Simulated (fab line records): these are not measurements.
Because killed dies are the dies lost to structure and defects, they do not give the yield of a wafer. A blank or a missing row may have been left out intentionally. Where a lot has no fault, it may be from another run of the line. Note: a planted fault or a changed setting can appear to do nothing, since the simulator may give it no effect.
Comparing a struck lot with a sound one || flow sky130 || 32 steps out of a route of 708
Sound: the wafers L169.1, L169.3, L169.6. Wafers L178.2, L178.3, L178.5 were the ones struck. The cause is given at the end.
Each step with rows lists, per side, the tool, then ch with its chambers, then its first start. Under that, the readings that differ: sound wafers || struck wafers || difference of the means || sigmas: that difference in standard deviations of wafers without a fault.
alike: same words and numbers on both sides, and readings whose means sit less than 2 such deviations apart. not compared: any withheld reading, any reading some wafer has no value for, any bound like >300 that may hide the same value, and any number with overlapping values for which the record gives no deviation.
The two part at a step that has a row with sigmas, a row that says differs or no value, or rows on one side only. When numbers do not overlap yet have no deviation, they are printed without sigmas and do not part them. A reading missing from all wafers of one side parts the sides only when that side holds two or more wafers.

SKY_FIELD_ISO_BOW_MEAS_00:
  sound on filmMetro-04, day 2 21:00; struck on filmMetro-02, day 4 18:01
  alike: INCOMING_BOW
SKY_FIELD_ISO_OXIDATION_01: stabilise 600 s, purge 300 s, target thk 12 nm.
  sound on furnace-02 ch 0, day 3 00:58; struck on furnace-02 ch 0, day 4 19:37
  alike: zonePowerCentrePct, zonePowerTopPct
SKY_FIELD_ISO_THK_MEAS_02:
  sound on filmMetro-03, day 3 02:29; struck on filmMetro-02, day 4 21:08
  alike: FIELD_ISO_OXIDATION_00_THK
then, 1 step without rows for these wafers: SKY_FIELD_ISO_CVD_03 (deposits Si3N4 from DCS/NH3, target thk 165 nm, time 2830 s).
SKY_FIELD_ISO_THK_MEAS_04:
  sound on filmMetro-02, day 3 05:11; struck on filmMetro-03, day 4 22:59
  alike: FIELD_ISO_CVD_03_THK
then, 8 steps without rows for these wafers: SKY_FIELD_ISO_DEHYDRATE_05 (time 60 s); SKY_FIELD_ISO_HMDS_06 (prime time 60 s); SKY_FIELD_ISO_COAT_07 (resist thk 60 nm); SKY_FIELD_ISO_COAT_08 (resist thk 450 nm); SKY_FIELD_ISO_SOFTBAKE_09 (time 90 s); SKY_FIELD_ISO_EXPOSE_10 (exposes mask FOM, target cd 150 nm); SKY_FIELD_ISO_PEB_11; SKY_FIELD_ISO_DEVELOP_12 (develop time 60 s).
SKY_FIELD_ISO_CD_MEAS_13: the cd target is 150 nm.
  sound on cdSem-02, day 3 21:22; struck on cdSem-01, day 5 16:30
  alike: cdNm
SKY_FIELD_ISO_ETCH_14: etches BARC in N2/H2, stops on SiO2, time 45.9 s, target depth 60 nm.
  sound on rieDiel-01 ch 1,3, day 3 21:29; struck on rieDiel-01 ch 0,2,3, day 5 16:36
  alike: drypumpMotorCurrentA, oesProductAu, throttleValvePct
  not compared: rfHoursCounterH
SKY_FIELD_ISO_ETCH_15: etches the open film in CHF3/O2, stops on Si, target depth 180 nm, time 72 s.
  sound on rieDiel-01 ch 1,3, day 3 21:32; struck on rieDiel-01 ch 0,2,3, day 5 16:38
  alike: drypumpMotorCurrentA, oesProductAu, throttleValvePct
  not compared: rfHoursCounterH
SKY_FIELD_ISO_STRIP_16: strips in O2/N2.
  sound on plasmaAsher-02 ch 0,1, day 3 21:35; struck on plasmaAsher-01 ch 1, day 5 16:42
  alike: drypumpMotorCurrentA, oesProductAu, stripTimeToEndpointS
  not compared: rfHoursCounterH
SKY_FIELD_ISO_ETCH_17: etches Si in HBr/Cl2/O2, target depth 342 nm, time 97.7 s.
  sound on rieSi-02 ch 1,3, day 3 21:41; struck on rieSi-01 ch 0,1,3, day 5 16:48
  alike: drypumpMotorCurrentA, oesProductAu, throttleValvePct
  not compared: rfHoursCounterH
then, 5 steps without rows for these wafers: SKY_FIELD_ISO_WET_ETCH_18 (etches Si3N4 in H3PO4, target depth 25 nm, time 286 s); SKY_FIELD_ISO_CLEAN_19 (cleans in SC1/SC2, time 150 s); SKY_FIELD_ISO_CLEAN_20 (cleans in dHF, time 20 s); SKY_FIELD_ISO_WET_ETCH_21 (etches SiO2 in dHF, target depth 20 nm, time 400 s); SKY_FIELD_ISO_OXIDATION_22 (stabilise 600 s, purge 300 s, target thk 10 nm).
SKY_FIELD_ISO_THK_MEAS_23:
  sound on filmMetro-03, day 4 01:00; struck on filmMetro-02, day 5 19:10
  alike: FIELD_ISO_OXIDATION_01_THK
then, 1 step without rows for these wafers: SKY_FIELD_ISO_CVD_24 (deposits SiO2, target thk 595 nm, time 99.2 s).
SKY_FIELD_ISO_THK_MEAS_25:
  sound on filmMetro-04, day 4 01:10; struck on filmMetro-03, day 5 19:17
  alike: FIELD_ISO_CVD_24_THK
then, 1 step without rows for these wafers: SKY_FIELD_ISO_ANNEAL_26 (time 1800 s).
SKY_FIELD_ISO_CMP_27: polishes, stops on Si3N4, t overpolish 16 s, target thk 457.8 nm.
  sound on cmp-02 ch 1,2, day 4 02:46; struck on cmp-02 ch 1,2,3, day 5 21:04
  alike: headPressurePsi, motorCurrentA, overpolishRunS, slurryFilterDpKPa, timeToEndpointS
then, 3 steps without rows for these wafers: SKY_FIELD_ISO_WET_ETCH_28 (etches SiO2 in dHF, target depth 23.7 nm, time 47 s); SKY_FIELD_ISO_WET_ETCH_29 (etches Si3N4 in H3PO4, target depth 160 nm, time 1825 s); SKY_FIELD_ISO_WET_ETCH_30 (etches SiO2 in dHF, target depth 25 nm, time 50 s).
-- the record jumps here: 44 days lie between the struck wafers' starts before and after (it left off in module FIELD_ISO and takes up again in module PAD_OPEN, whose first step shown is number 708 of the route) --
SKY_PAD_OPEN_PROBE_99:
  only the struck wafers here have rows in the record (prober-02, day 49 18:18); the sound ones have none

WHERE THEY PART
SKY_PAD_OPEN_PROBE_99 only, going by this record.

WHY: whatever the simulator had introduced
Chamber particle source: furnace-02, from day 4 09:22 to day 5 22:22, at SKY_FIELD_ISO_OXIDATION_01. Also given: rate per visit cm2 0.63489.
